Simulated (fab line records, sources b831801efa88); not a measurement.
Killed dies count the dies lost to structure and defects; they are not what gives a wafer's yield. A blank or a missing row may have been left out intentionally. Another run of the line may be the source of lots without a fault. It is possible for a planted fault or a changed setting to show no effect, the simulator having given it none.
Which tool is to blame? :: flow gf180mcu :: 6 lots, 18 wafers sampled, at 3 steps of a route of 602

## WHAT THE GAUGES READ, wafer by wafer
GF_VT_IMPLANT_TW_MEAS_21.
lot: L389
measured: day 7 09:14
on: film metro-04
VT_IMPLANT_2_TW: 1201 1208 1211

lot: L393
measured: day 8 11:08
on: film metro-04
VT_IMPLANT_2_TW: 1207 1216 1206

lot: L397
measured: day 9 09:38
on: film metro-01
VT_IMPLANT_2_TW: 1223 1234 1221

lot: L402
measured: day 10 23:01
on: film metro-03
VT_IMPLANT_2_TW: 1534 1531 1531

lot: L404
measured: day 11 05:01
on: film metro-03
VT_IMPLANT_2_TW: 1524 1530 1521

lot: L407
measured: day 12 07:43
on: film metro-04
VT_IMPLANT_2_TW: 1206 1205 1198

## EACH LOT AND THE TOOL THAT RAN IT (in order: tool; ch and the chambers of the sampled wafers; start)
lot: L389
GF_LVPWELL_STRIP_10: plasma asher-03 ch 0,1, day 4 21:16
GF_VT_IMPLANT_IMPLANT_19: implanter-01 ch 0, day 7 09:01

lot: L393
GF_LVPWELL_STRIP_10: plasma asher-04 ch 0,1, day 5 20:40
GF_VT_IMPLANT_IMPLANT_19: implanter-03 ch 0, day 8 10:55

lot: L397
GF_LVPWELL_STRIP_10: plasma asher-03 ch 0,1, day 6 15:43
GF_VT_IMPLANT_IMPLANT_19: implanter-03 ch 0, day 9 09:26

lot: L402
GF_LVPWELL_STRIP_10: plasma asher-04 ch 0,1, day 8 00:35
GF_VT_IMPLANT_IMPLANT_19: implanter-03 ch 0, day 10 22:46

lot: L404
GF_LVPWELL_STRIP_10: plasma asher-03 ch 1, day 8 06:05
GF_VT_IMPLANT_IMPLANT_19: implanter-03 ch 0, day 11 04:47

lot: L407
GF_LVPWELL_STRIP_10: plasma asher-04 ch 0,1, day 9 06:16
GF_VT_IMPLANT_IMPLANT_19: implanter-04 ch 0, day 12 07:28
- GF_LVPWELL_STRIP_10: strips in O2/N2.
- GF_VT_IMPLANT_IMPLANT_19

## THE ANSWER, worked out from the rows above alone
Rule: the usual values come from the lots themselves. The widest of any qualifying gaps counts: lots, ordered by their means at a reading, are off when they make up no more than a third of the lots, leave a main group of 4 or more, and stand apart from it by 3 or more times the standard deviation of that group's means. A main group is skipped when, at the precision printed for the reading in the tables above, its means are all equal. A lot without any number at a reading at which 4 lots or more have one is off too. All remaining lots with rows at the step are treated as sound.
Off: at GF_VT_IMPLANT_TW_MEAS_21 (VT_IMPLANT_2_TW), L402, L404. The main group: mean 1211, standard deviation 8.8.
A tool fits if, at a process step before that reading, it ran every lot that is off, and no sound lot after the first of them. Those tools and the gauges at GF_VT_IMPLANT_TW_MEAS_21 are tried in the same way. 2 tools fit, implanter-03 at GF_VT_IMPLANT_IMPLANT_19 and film metro-03 at GF_VT_IMPLANT_TW_MEAS_21, so this cannot tell which one it is.

## WHAT THE SIMULATOR HAD PUT IN
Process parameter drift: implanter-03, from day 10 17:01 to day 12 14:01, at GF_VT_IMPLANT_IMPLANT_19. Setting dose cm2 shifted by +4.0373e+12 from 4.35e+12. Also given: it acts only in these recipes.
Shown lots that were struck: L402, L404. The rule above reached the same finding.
